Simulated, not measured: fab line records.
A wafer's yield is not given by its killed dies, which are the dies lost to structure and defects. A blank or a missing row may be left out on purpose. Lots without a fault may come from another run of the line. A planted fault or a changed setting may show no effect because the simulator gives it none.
Which of the tools did it?    flow gf180mcu    12 lots with 36 wafers sampled at 2 steps, on a route of 602 steps

## WHAT THE GAUGES SHOWED, per wafer
GF_SAB_CD_MEAS_09: target cd 420 nm.
lot   measured      on         cd_nm (nm)
L075  day 15 12:42  cd_sem-01  418.4 416.8 417.9
L077  day 16 10:55  cd_sem-01  418.3 419.1 418.6
L079  day 17 03:47  cd_sem-01  421.1 420.6 422.4
L081  day 17 11:39  cd_sem-01  416.6 416.4 417.5
L083  day 18 09:48  cd_sem-01  418.8 422.2 420.2
L085  day 19 07:17  cd_sem-02  421.0 423.1 422.6
L086  day 20 07:11  cd_sem-01  421.6 420.0 422.3
L089  day 20 13:53  cd_sem-02  423.4 422.8 422.0
L091  day 21 04:14  cd_sem-01  420.8 422.8 424.7
L093  day 21 20:21  cd_sem-01  420.9 423.2 421.0
L095  day 22 14:29  cd_sem-01  420.9 421.4 421.0
L097  day 23 04:37  cd_sem-02  425.2 422.8 422.9

## TOOL THAT RAN EACH LOT (tool first, then ch and the chambers of the sampled wafers, then the start)
lot   GF_NWELL_STRIP_10
L075  plasma_asher-04 ch 0,1, day 3 15:32
L077  plasma_asher-01 ch 0,1, day 4 02:43
L079  plasma_asher-03 ch 0,1, day 4 12:55
L081  plasma_asher-04 ch 0, day 4 20:01
L083  plasma_asher-03 ch 0,1, day 5 09:07
L085  plasma_asher-04 ch 0,1, day 5 19:15
L086  plasma_asher-04 ch 0,1, day 6 06:22
L089  plasma_asher-01 ch 0,1, day 6 16:52
L091  plasma_asher-01 ch 0,1, day 7 04:41
L093  plasma_asher-04 ch 0,1, day 7 14:53
L095  plasma_asher-03 ch 0,1, day 8 01:52
L097  plasma_asher-03 ch 1, day 8 15:22
- GF_NWELL_STRIP_10: strips in O2/N2.

## THE ANSWER, worked out from the rows above alone
Rule: the usual values come from the lots themselves. The widest of any qualifying gaps counts: lots, ordered by their means at a reading, are off when they make up no more than a third of the lots, leave a main group of 4 or more, and stand apart from it by 3 or more times the standard deviation of that group's means. A main group is skipped when, at the precision printed for the reading in the tables above, its means are all equal. Also off: a lot with no number at a reading for which 4 or more lots have one. All remaining lots with rows at the step are treated as sound.
No lot is off at any reading shown: from this, nothing can be told.

## WHAT WAS PUT IN BY THE SIMULATOR
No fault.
